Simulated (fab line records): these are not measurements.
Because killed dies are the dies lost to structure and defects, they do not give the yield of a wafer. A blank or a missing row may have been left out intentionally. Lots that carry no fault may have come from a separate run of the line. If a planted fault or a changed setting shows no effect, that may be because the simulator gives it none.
The tool behind it: which one? | flow gf180mcu | Sampling: 14 lots, 42 wafers, 4 of 602 route steps

WHAT THE GAUGES SHOWED, per wafer
GF_STI_BOW_MEAS_00.
lot  | measured    | on            | INCOMING_BOW (um)
L935 | day 1 10:01 | film metro-04 | -5 6 -5
L936 | day 1 15:00 | film metro-04 | -2 -2 -2
L937 | day 1 20:02 | film metro-02 | 2 -3 -4
L938 | day 2 01:00 | film metro-04 | -2 -3 6
L939 | day 2 06:01 | film metro-02 | 20 2 -4
L940 | day 2 11:02 | film metro-04 | -4 2 -9
L941 | day 2 16:01 | film metro-01 | -9 2 -10
L942 | day 2 21:00 | film metro-01 | 4 2 14
L945 | day 3 12:00 | film metro-02 | -8 -2 7
L946 | day 3 17:00 | film metro-02 | 3 5 -5
L947 | day 3 22:00 | film metro-01 | -7 0 -14
L952 | day 4 23:00 | film metro-02 | 5 -3 8
L956 | day 5 19:00 | film metro-04 | -16 -7 -10
L958 | day 6 05:01 | film metro-04 | 2 -14 2

GF_LVPWELL_TW_MEAS_11.
lot  | measured    | on            | LVPWELL_TW
L935 | day 3 20:19 | film metro-01 | 547 552 549
L936 | day 4 02:04 | film metro-03 | 559 557 557
L937 | day 4 09:40 | film metro-02 | 553 556 552
L938 | day 4 17:07 | film metro-01 | 551 550 550
L939 | day 4 23:09 | film metro-03 | 559 555 558
L940 | day 5 03:29 | film metro-01 | 549 550 549
L941 | day 5 07:58 | film metro-02 | 548 550 552
L942 | day 5 17:13 | film metro-02 | 551 553 554
L945 | day 6 03:40 | film metro-03 | 561 557 560
L946 | day 6 12:55 | film metro-03 | 556 556 557
L947 | day 6 20:19 | film metro-03 | 556 557 559
L952 | day 7 20:39 | film metro-02 | 549 554 554
L956 | day 8 20:17 | film metro-02 | 550 549 553
L958 | day 9 06:03 | film metro-03 | 559 560 559

WHAT TOOL EACH LOT RAN ON (gives the tool, then ch and the chambers of the sampled wafers, and finally the start)
lot  | GF_LVPWELL_COAT_02               | GF_LVPWELL_STRIP_10
L935 | litho track-04 ch 0, day 3 13:20 | plasma asher-04 ch 0, day 3 20:13
L936 | litho track-02 ch 0, day 3 19:10 | plasma asher-03 ch 0,1, day 4 01:58
L937 | litho track-04 ch 0, day 4 02:21 | plasma asher-03 ch 0,1, day 4 09:34
L938 | litho track-04 ch 0, day 4 09:30 | plasma asher-02 ch 0,1, day 4 17:01
L939 | litho track-01 ch 0, day 4 15:37 | plasma asher-04 ch 0,1, day 4 23:02
L940 | litho track-02 ch 0, day 4 19:55 | plasma asher-04 ch 0,1, day 5 03:24
L941 | litho track-02 ch 0, day 5 00:11 | plasma asher-04 ch 0,1, day 5 07:52
L942 | litho track-01 ch 0, day 5 09:20 | plasma asher-03 ch 0,1, day 5 17:07
L945 | litho track-02 ch 0, day 5 19:37 | plasma asher-04 ch 0,1, day 6 03:34
L946 | litho track-01 ch 0, day 6 04:38 | plasma asher-02 ch 0,1, day 6 12:49
L947 | litho track-01 ch 0, day 6 11:11 | plasma asher-03 ch 1, day 6 20:13
L952 | litho track-01 ch 0, day 7 12:20 | plasma asher-04 ch 0,1, day 7 20:33
L956 | litho track-04 ch 0, day 8 10:27 | plasma asher-02 ch 1, day 8 20:11
L958 | litho track-04 ch 0, day 8 21:07 | plasma asher-04 ch 0,1, day 9 05:56
- GF_LVPWELL_COAT_02: resist thk 3000 nm.
- GF_LVPWELL_STRIP_10: strips in O2/N2.

WHAT THE TOOLS THEMSELVES READ (means of the sampled wafers that have a number; where no wafer has one, the mark that the record gives instead)
GF_LVPWELL_STRIP_10.
lot  | tool            | drypump motor current A (A) | heater power w (W) | oes product au (a.u.) | strip time to endpoint s (s)
L935 | plasma asher-04 | 5.2                         | 308                | 0.724                 | 36.91
L936 | plasma asher-03 | 5.9                         | 331                | 0.724                 | 36.95
L937 | plasma asher-03 | 5.9                         | 335                | 0.723                 | 37.12
L938 | plasma asher-02 | 6.0                         | 321                | 0.722                 | 37.11
L939 | plasma asher-04 | 5.2                         | 311                | 0.722                 | 36.92
L940 | plasma asher-04 | 5.2                         | 302                | 0.723                 | 36.88
L941 | plasma asher-04 | 5.2                         | 309                | 0.718                 | 36.73
L942 | plasma asher-03 | 5.9                         | 339                | 0.721                 | 36.93
L945 | plasma asher-04 | 5.2                         | 305                | 0.719                 | 36.90
L946 | plasma asher-02 | 6.2                         | 334                | 0.723                 | 37.04
L947 | plasma asher-03 | 5.5                         | 365                | 0.715                 | 13.37
L952 | plasma asher-04 | 5.3                         | 310                | 0.717                 | 13.38
L956 | plasma asher-02 | 6.4                         | 345                | 0.721                 | 37.08
L958 | plasma asher-04 | 5.2                         | 306                | 0.723                 | 37.06

THE ANSWER, worked out from the rows above alone
Rule: usual is defined by the lots themselves. Put in order of their means at a reading, lots are off if they are a third of the lots or fewer, leave a main group of 4 or more, and stand apart from it by a gap of 3 or more times the standard deviation of the main group's means; of several such gaps the widest counts. If all means in a main group match to the digits the tables above print for the reading, that group is not used. A lot without any number at a reading at which 4 lots or more have one is off too. Any other lot the step has rows for is counted as sound. Order of review: gauges by route order, followed by the tools' own readings, for which a lot's mean as printed above is used. At the first step where some lot is off, the reading lying furthest off is the one used; lots without a number count as furthest.
Off: L947, L952, at GF_LVPWELL_STRIP_10 (strip time to endpoint s). The main group: mean 36.97 s, standard deviation 0.11.
If a tool, at that step or one of the process steps before it, ran each lot that is off and ran no sound lot following the first of them, it fits. One fits: GF_LVPWELL_COAT_02 on litho track-01. A fault onset in the window from L946 (day 6 04:38, its last sound lot) to L947 (day 6 11:11, its first lot off) fits.

WHAT THE SIMULATOR HAD PUT IN
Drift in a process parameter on litho track-01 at GF_LVPWELL_COAT_02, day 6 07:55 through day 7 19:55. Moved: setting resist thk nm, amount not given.
Shown lots that were struck: L947, L952. The rule above reached the same finding.
